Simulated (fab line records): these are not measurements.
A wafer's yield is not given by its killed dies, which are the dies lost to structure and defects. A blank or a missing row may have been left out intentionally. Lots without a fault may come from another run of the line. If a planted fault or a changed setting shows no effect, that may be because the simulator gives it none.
fab line records	flow sky130	part 2 of 2: steps 41 to 42 of 42
record: lots: 5	wafers: 15	last_day: 50
route steps=708 shown GATE_OXIDE@192 POLY_GATE@204 RES_PROTECT@206 PAD_OPEN@708
lots that met no fault: taken from a fault-free run of the same line
start_h: hours from the record's opening day to when the first of the lot's shown wafers began	wait_h: hours elapsed since this lot's preceding step	" as in the row above	L1.1+2: a single row standing in for several wafers	- either no value or no given start	* or withheld: withheld	< > ~ a bound
route shown NAME@n: a module of which the file shows steps, and the number in the route of the first	usual: mean/standard deviation taken from wafers without a fault	same: alike in all rows	chamber/n: place in a boat	sites: each site's reading	_std_site: the values' standard deviation	_edge_site: mean of outer sites minus mean of inner sites	radius_mm: how far each site lies from the wafer's centre	mask NAME#n: copy n	behind: the most recent tool/chamber to have shaped the wafer	hold: cause of the lot's hold/its duration in hours/its outcome	device: the transistor (n, p or np) that didn't switch	end of line: at the end of the route, the tests of the same wafers	for a step that has no rows: nothing shown but its recipe	killed: at the first sort, the dies lost to defects and structure; wafer yield is something else	map: per-die view of a wafer (x killed, . not killed, _ where there is no die)
set.NAME: the setting the step ran with; set.NAME@STEP: the setting that earlier step ran with	model.NAME: the simulator's own value behind a step, which no gauge read
a table for each step, a row for each wafer; lots at some steps of the route
services: from which hour (start_h, from the record's first day; less than 0 if before it) a tool's chamber was out of use, for how many hours, and why
== steps ==
step: SKY_POLY_GATE_STRIP_18
recipe: chemistry: O2/N2	power_w: 1400	pressure_mtorr: 1500	platen_temp_c: withheld	o2_flow_sccm: 3000	n2_flow_sccm: 300	overash_fraction: 0.5
usual: drypump_motor_current_A: 5.9/0.5	n2_flow_sccm: 300.1/0.91	oes_product_au: 0.360/0.0042	strip_time_to_endpoint_s: 3.146/0.026
same: overash_fraction: 0.5
lot.wafer	tool	chamber	start_h	wait_h	drypump_motor_current_A	n2_flow_sccm	oes_product_au	rf_hours_counter_h	strip_time_to_endpoint_s
L830.1	plasma_asher-02	0	380.56	0.0	5.4	300.2	0.358	68	3.144
L830.2	"	1	"	"	6.4	299.7	0.362	68	3.155
L830.3	"	0	"	"	5.4	301.4	0.353	-	3.122
L832.4	plasma_asher-02	0	393.81	0.1	5.4	300.3	0.361	-	3.143
L832.5	"	1	"	"	6.5	302.6	0.353	-	3.086
L832.6	"	0	"	"	5.4	300.4	0.364	-	3.153
L841.2	plasma_asher-04	0	467.34	0.0	6.1	300.4	0.359	4	3.159
L841.4	"	1	"	"	5.1	300.6	0.348	-	3.148
L841.6	"	1	"	"	5.1	299.8	0.364	-	3.154
L850.2	plasma_asher-01	1	576.31	0.0	6.4	299.1	0.364	48	3.147
L850.3	"	0	"	"	5.5	300.2	0.355	-	3.109
L850.6	"	0	"	"	5.5	300.7	0.363	-	3.132
L852.2	plasma_asher-04	1	576.42	0.0	5.1	300.7	0.361	14	3.135
L852.4	"	1	"	"	5.1	300.6	0.364	-	3.173
L852.6	"	1	"	"	5.1	299.8	0.365	-	3.181
step: SKY_PAD_OPEN_PROBE_99
usual: killed_at_M0_to_M3: 43/5.9	killed_at_M4_up: 3.3/1.9	killed_at_contacts: 24/5.6	killed_at_front_end: 15/4.1	killed_at_other: 0.4/0.66	killed_dies: 86/9	killed_open: 47/6.9	killed_short: 39/6.2
same: gross_dies: 492	killed_at_back_side: 0
lot.wafer	tool	chamber	start_h	wait_h	killed_at_M0_to_M3	killed_at_M4_up	killed_at_contacts	killed_at_front_end	killed_at_other	killed_dies	killed_open	killed_short	model.etest.res_high_po.line_ohm_um	model.etest.res_poly.line_ohm_um	model.etest.res_high_po.rs_ohm_sq	model.etest.res_poly.rs_ohm_sq	model.etest.cap_li_to_poly.c_af_um2
L830.1	prober-02	-	1081.70	0.1	42	1	27	13	0	83	36	46	724.1	507.9	255.2	46.71	101.9
L830.2	prober-02	-	1081.75	0.1	40	4	29	21	0	94	40	54	724.8	505.3	253.8	46.56	100
L830.3	prober-02	-	1081.80	0.2	37	3	23	18	0	81	47	33	722.6	488.5	250.1	46.47	102.6
L832.4	prober-02	-	1088.79	0.2	42	8	17	18	2	87	54	33	731.6	506.4	257.7	48.25	99.11
L832.5	prober-02	-	1088.84	0.2	48	1	17	7	0	73	43	30	754.3	520.5	269.1	49.34	100.4
L832.6	prober-02	-	1088.89	0.2	52	3	14	10	1	80	43	37	747.1	521	262.4	48.32	100.3
L841.2	prober-02	-	1145.77	0.1	42	3	25	13	1	84	41	43	762.9	544.8	267.7	49.74	99.67
L841.4	prober-02	-	1145.87	0.2	34	3	28	11	0	76	42	34	828.3	585.6	289.3	53.85	93.92
L841.6	prober-02	-	1145.97	0.2	36	0	34	8	0	78	45	33	895.9	642.9	317.5	59.9	91.78
L850.2	prober-02	-	1199.26	0.1	31	5	24	23	0	83	39	44	763.2	533.5	266.7	49.48	100.7
L850.3	prober-02	-	1199.31	0.2	37	4	14	13	1	69	36	33	751.1	537.9	265.3	49.18	102.2
L850.6	prober-02	-	1199.46	0.2	37	4	21	9	0	71	42	29	760.3	520.6	263.3	48.86	100.9
L852.2	prober-01	-	1200.40	0.1	35	3	19	11	0	68	40	28	712.8	507.6	249.6	46.31	98.39
L852.4	prober-01	-	1200.50	0.2	41	2	22	13	0	78	46	32	719.2	494.8	251.9	46.72	95.95
L852.6	prober-01	-	1200.60	0.2	40	1	24	15	0	80	41	39	718.3	499.6	253.3	47.29	99.19
killed by level:class
L830.1 CONTACT:geometric_particle:open=9 CONTACT:geometric_particle:short=7 VIA3:geometric_particle:short=7 VIA2:geometric_particle:open=6 METAL2:geometric_particle:short=6 METAL1:geometric_particle:short=5 VIA1:geometric_particle:open=5 LOCAL_INTERCONNECT:geometric_particle:short=4
L830.2 VIA1:geometric_particle:open=13 LOCAL_INTERCONNECT:geometric_particle:short=8 CONTACT:geometric_particle:open=7 POLY_GATE:geometric_particle:open=6 VIA1:geometric_particle:short=6 FIELD_ISO:geometric_particle:short=5 LI_CONTACT:geometric_particle:open=5 CONTACT:geometric_particle:short=5
L830.3 VIA1:geometric_particle:open=10 CONTACT:geometric_particle:open=8 POLY_GATE:geometric_particle:open=6 LI_CONTACT:geometric_particle:open=6 METAL2:geometric_particle:short=6 CONTACT:geometric_particle:short=5 VIA3:geometric_particle:open=5 POLY_GATE:geometric_particle:short=4
L832.4 VIA2:geometric_particle:open=9 VIA1:geometric_particle:open=8 LI_CONTACT:geometric_particle:open=7 VIA3:geometric_particle:open=7 FIELD_ISO:geometric_particle:open=6 POLY_GATE:geometric_particle:open=5 CONTACT:geometric_particle:open=5 METAL4:geometric_particle:short=5
L832.5 VIA3:geometric_particle:open=13 METAL1:geometric_particle:short=8 VIA1:geometric_particle:open=8 CONTACT:geometric_particle:open=6 LI_CONTACT:geometric_particle:open=4 METAL2:geometric_particle:short=4 VIA2:geometric_particle:short=3 CONTACT:geometric_particle:short=3
L832.6 VIA1:geometric_particle:open=15 VIA2:geometric_particle:open=8 METAL2:geometric_particle:short=6 VIA3:geometric_particle:open=6 FIELD_ISO:geometric_particle:short=4 CONTACT:geometric_particle:short=4 METAL1:geometric_particle:short=4 VIA2:geometric_particle:short=4
L841.2 LI_CONTACT:geometric_particle:open=12 VIA1:geometric_particle:short=10 METAL2:geometric_particle:short=7 VIA2:geometric_particle:open=7 VIA1:geometric_particle:open=6 CONTACT:geometric_particle:open=5 POLY_GATE:geometric_particle:open=4 LOCAL_INTERCONNECT:geometric_particle:short=4
L841.4 CONTACT:geometric_particle:open=12 LI_CONTACT:geometric_particle:open=9 METAL2:geometric_particle:short=7 METAL1:geometric_particle:short=6 VIA1:geometric_particle:open=5 POLY_GATE:geometric_particle:open=4 VIA1:geometric_particle:short=4 FIELD_ISO:geometric_particle:open=3
L841.6 LI_CONTACT:geometric_particle:open=11 CONTACT:geometric_particle:open=10 VIA1:geometric_particle:open=9 METAL2:geometric_particle:short=7 LOCAL_INTERCONNECT:geometric_particle:short=6 VIA1:geometric_particle:short=5 VIA3:geometric_particle:open=5 LI_CONTACT:geometric_particle:short=3
L850.2 LI_CONTACT:geometric_particle:open=9 FIELD_ISO:geometric_particle:short=6 VIA1:geometric_particle:open=6 CONTACT:geometric_particle:open=6 FIELD_ISO:geometric_particle:open=5 METAL4:geometric_particle:short=5 METAL1:geometric_particle:short=5 VIA1:geometric_particle:short=5
L850.3 VIA1:geometric_particle:open=9 METAL2:geometric_particle:short=6 VIA2:geometric_particle:open=5 VIA3:geometric_particle:open=5 METAL4:geometric_particle:short=4 CONTACT:geometric_particle:open=4 VIA1:geometric_particle:short=4 POLY_GATE:geometric_particle:open=3
L850.6 VIA2:geometric_particle:open=9 CONTACT:geometric_particle:open=8 VIA1:geometric_particle:open=6 METAL2:geometric_particle:short=5 LI_CONTACT:geometric_particle:open=4 LOCAL_INTERCONNECT:geometric_particle:short=4 CONTACT:geometric_particle:short=4 VIA2:geometric_particle:short=4
L852.2 VIA1:geometric_particle:open=12 CONTACT:geometric_particle:open=9 LI_CONTACT:geometric_particle:open=6 FIELD_ISO:geometric_particle:short=5 VIA3:geometric_particle:open=4 FIELD_ISO:geometric_particle:open=3 METAL3:geometric_particle:short=3 VIA2:geometric_particle:short=3
L852.4 CONTACT:geometric_particle:open=13 VIA1:geometric_particle:open=7 VIA1:geometric_particle:short=5 LI_CONTACT:geometric_particle:open=5 VIA2:geometric_particle:open=5 VIA2:geometric_particle:short=5 VIA3:geometric_particle:open=5 POLY_GATE:geometric_particle:open=4
L852.6 VIA3:geometric_particle:open=8 POLY_GATE:geometric_particle:short=7 LI_CONTACT:geometric_particle:open=7 VIA1:geometric_particle:open=7 VIA2:geometric_particle:open=7 LOCAL_INTERCONNECT:geometric_particle:short=5 CONTACT:geometric_particle:open=5 LI_CONTACT:geometric_particle:short=4
== services ==
tool	chamber	start_h	hours	kind
rie_si-01	1	296.98	7.0	repair
rie_diel-02	2	309.43	5.1	repair
rie_diel-03	1	314.97	6.3	repair
rie_diel-03	3	329.16	5.2	repair
plasma_asher-02	-	338.39	8.6	repair
rie_diel-01	1	343.62	7.5	repair
rie_diel-03	-	354.17	0.8	repair
rie_diel-03	3	365.31	1.6	repair
plasma_asher-02	-	370.82	0.4	repair
rie_diel-01	-	370.82	0.7	repair
plasma_asher-02	-	380.90	2.1	repair
lpcvd-01	-	420.40	2.5	repair
plasma_asher-04	-	421.25	9.0	pm
rie_diel-03	2	429.77	3.7	repair
wet_bench-02	-	432.63	5.4	repair
rie_diel-03	-	465.92	0.7	repair
plasma_asher-02	-	475.71	2.8	repair
plasma_asher-04	-	500.80	1.5	repair
lpcvd-01	-	514.16	4.3	pm
plasma_asher-02	-	532.22	3.3	repair
plasma_asher-04	-	543.02	10.0	pm
plasma_asher-02	-	550.34	2.8	pm
rie_si-01	3	555.02	8.6	repair
rie_si-01	3	565.74	1.4	repair
== key ==
first_sign: step: SKY_POLY_GATE_CVD_00	reading: spike_tc_centre_C	direction: down	sigmas: 16	usual: 620.7	struck: 592.1
effect: step: SKY_POLY_GATE_CVD_00	reading: zone_power_centre_pct	direction: down	sigmas: 16	usual: 9.5	struck: 3.7
effect: step: SKY_POLY_GATE_THK_MEAS_01	reading: POLY_GATE_CVD_00_THK	direction: down	sigmas: 14	usual: 180.1	struck: 156.4
effect: step: SKY_POLY_GATE_ETCH_17	reading: oes_product_au	direction: down	sigmas: 5.8	usual: 0.989	struck: 0.951	wafers_moved: 2
model_effect: step: SKY_POLY_GATE_CVD_00	value: poly-Si_of_POLY_GATE_CVD_00.thk_nm	without: 180.5	struck: 156.5
model_effect: step: SKY_RES_PROTECT_CLEAN_09	value: poly-Si_of_POLY_GATE_CVD_00.thk_nm	without: 179.9	struck: 155.9
model_effect: step: SKY_POLY_GATE_ETCH_17	value: etch.depth_nm	without: 179.9	struck: 168.4
model_effect: step: SKY_PAD_OPEN_PROBE_99	value: etest.res_high_po.line_ohm_um	without: 726	struck: 829
met_at SKY_POLY_GATE_CVD_00
struck_wafers L841.2,L841.4,L841.6
tester_left_out L841
onset_between 334.13 403.15
fault: kind: process_parameter_drift	tool: lpcvd-01	chamber: 0	onset_h: 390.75	steps: SKY_POLY_GATE_CVD_00	channel: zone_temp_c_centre	offset: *	shape: step	end_h: 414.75
tester_left_out: of these lots the tester's yield and bins aren't shown, on N5 and GAA mostly nor the transistor test; their killed dies are dies lost to structure and defects alone, not to doping, threshold or leakage, so they don't give the yield
